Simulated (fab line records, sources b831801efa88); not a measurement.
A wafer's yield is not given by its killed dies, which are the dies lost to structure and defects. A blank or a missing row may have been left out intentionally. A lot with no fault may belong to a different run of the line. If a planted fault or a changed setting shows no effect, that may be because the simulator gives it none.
One fault seen from 2 desks / flow sky130 / only its own numbers are on each desk; what lay behind them is given at the end

== FROM THE METROLOGY DESK ==
Means of the sampled wafers that have a number, per lot and without regard to the tool the lot ran on: this is what the gauges read. Marked OUT: a lot whose mean sits more than 4 standard deviations from the usual mean, which makes it out of limits; the brackets give that distance.
Columns: A = LDD_N_OVL at SKY_LDD_N_OVL_MEAS_07, usual -1.1 nm
lot=L836; first seen here=day 19 11:26; A=-1.8
lot=L846; first seen here=day 22 05:01; A=-1.6
lot=L847; first seen here=day 22 16:40; A=-3.4
lot=L848; first seen here=day 22 21:52; A=-3.1
lot=L849; first seen here=day 23 11:20; A=-1.9
lot=L856; first seen here=day 25 21:11; A=-2.9
Result from this desk: across the 6 lots, nothing is out of limits.

== DESK OF THE TOOL OWNER: implanter-01 ==
SKY_LDD_N_IMPLANT_13, tool's own readings: per-lot mean of the sampled wafers with a number, covering each lot this tool ran. Marked OUT: a lot whose mean sits more than 4 standard deviations from the usual mean, which makes it out of limits; the brackets give that distance.
Columns: A = beamEnergyKeV at SKY_LDD_N_IMPLANT_13, usual 50.000; B = beamOnS at SKY_LDD_N_IMPLANT_13, usual 10.01 s
lot=L836; first seen here=day 19 12:13; A=50.000; B=9.95
lot=L847; first seen here=day 22 17:27; A=55.431 (+99 or more) OUT; B=10.15
lot=L849; first seen here=day 23 12:07; A=55.419 (+99 or more) OUT; B=10.11
This desk finds L847, L849 out of limits, L847 being first, at day 22 17:27 (beamEnergyKeV at SKY_LDD_N_IMPLANT_13). L836: within limits.

== BROUGHT TOGETHER ==
On L847, L849, at day 22 17:27, an alarm was possible from the tool owner's desk.
Metrology desk: nothing out of limits seen.
The metrology desk has L847, L849 on record, within its limits.
The lots listed all ran SKY_LDD_N_IMPLANT_13 on implanter-01.

== WHAT THE SIMULATOR PUT IN ==
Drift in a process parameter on implanter-01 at SKY_LDD_N_IMPLANT_13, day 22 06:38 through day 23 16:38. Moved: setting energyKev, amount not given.
Shown lots that were struck: L847, L849.
Time in hours from fault onset to the first out-of-limits reading at each desk: the tool owner's desk, 11.
